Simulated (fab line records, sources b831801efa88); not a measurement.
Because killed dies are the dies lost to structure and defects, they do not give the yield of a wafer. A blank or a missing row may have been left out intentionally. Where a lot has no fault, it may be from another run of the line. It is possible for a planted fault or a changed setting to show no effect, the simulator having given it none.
The tool behind it: which one? / flow sky130 / route of 708 steps, sampled at 1 step: 12 lots, 36 wafers

## WHAT THE GAUGES SHOWED, per wafer
SKY_SD_N_RS_MEAS_18: measurement is done with a four-point probe.
lot=L075; measured=day 28 11:50; on=film metro-02; RES_XHIGH_RS (ohm/sq)=333.3 333.2 332.8
lot=L077; measured=day 28 22:14; on=film metro-01; RES_XHIGH_RS (ohm/sq)=333.1 333.9 333.2
lot=L079; measured=day 29 17:41; on=film metro-02; RES_XHIGH_RS (ohm/sq)=331.8 332.8 333.2
lot=L081; measured=day 30 14:56; on=film metro-02; RES_XHIGH_RS (ohm/sq)=334.2 333.6 334.0
lot=L083; measured=day 31 09:32; on=film metro-04; RES_XHIGH_RS (ohm/sq)=335.3 334.3 335.0
lot=L086; measured=day 31 21:22; on=film metro-04; RES_XHIGH_RS (ohm/sq)=335.6 333.9 335.3
lot=L087; measured=day 32 10:56; on=film metro-02; RES_XHIGH_RS (ohm/sq)=333.5 333.9 334.3
lot=L089; measured=day 33 08:53; on=film metro-01; RES_XHIGH_RS (ohm/sq)=333.7 333.2 334.2
lot=L091; measured=day 34 02:30; on=film metro-04; RES_XHIGH_RS (ohm/sq)=334.7 335.0 335.9
lot=L093; measured=day 34 05:22; on=film metro-01; RES_XHIGH_RS (ohm/sq)=331.4 331.2 330.6
lot=L097; measured=day 35 23:16; on=film metro-02; RES_XHIGH_RS (ohm/sq)=333.1 332.4 333.8
lot=L095; measured=day 36 03:32; on=film metro-01; RES_XHIGH_RS (ohm/sq)=334.3 333.4 334.0

## WHAT TOOL EACH LOT RAN ON (gives the tool, then ch and the chambers of the sampled wafers, and finally the start)
Before these readings, the record contains no process step.

## THE ANSWER, worked out from the rows above alone
Rule: the usual values come from the lots themselves. The widest of any qualifying gaps counts: lots, ordered by their means at a reading, are off when they make up no more than a third of the lots, leave a main group of 4 or more, and stand apart from it by 3 or more times the standard deviation of that group's means. The tables above print the reading to a certain number of digits; a main group whose means all agree to those digits is not used. A lot without any number at a reading at which 4 lots or more have one is off too. Any other lot the step has rows for is counted as sound.
Across all readings shown, no lot is off: no conclusion can be drawn from this.

## WHAT THE SIMULATOR HAD PUT IN
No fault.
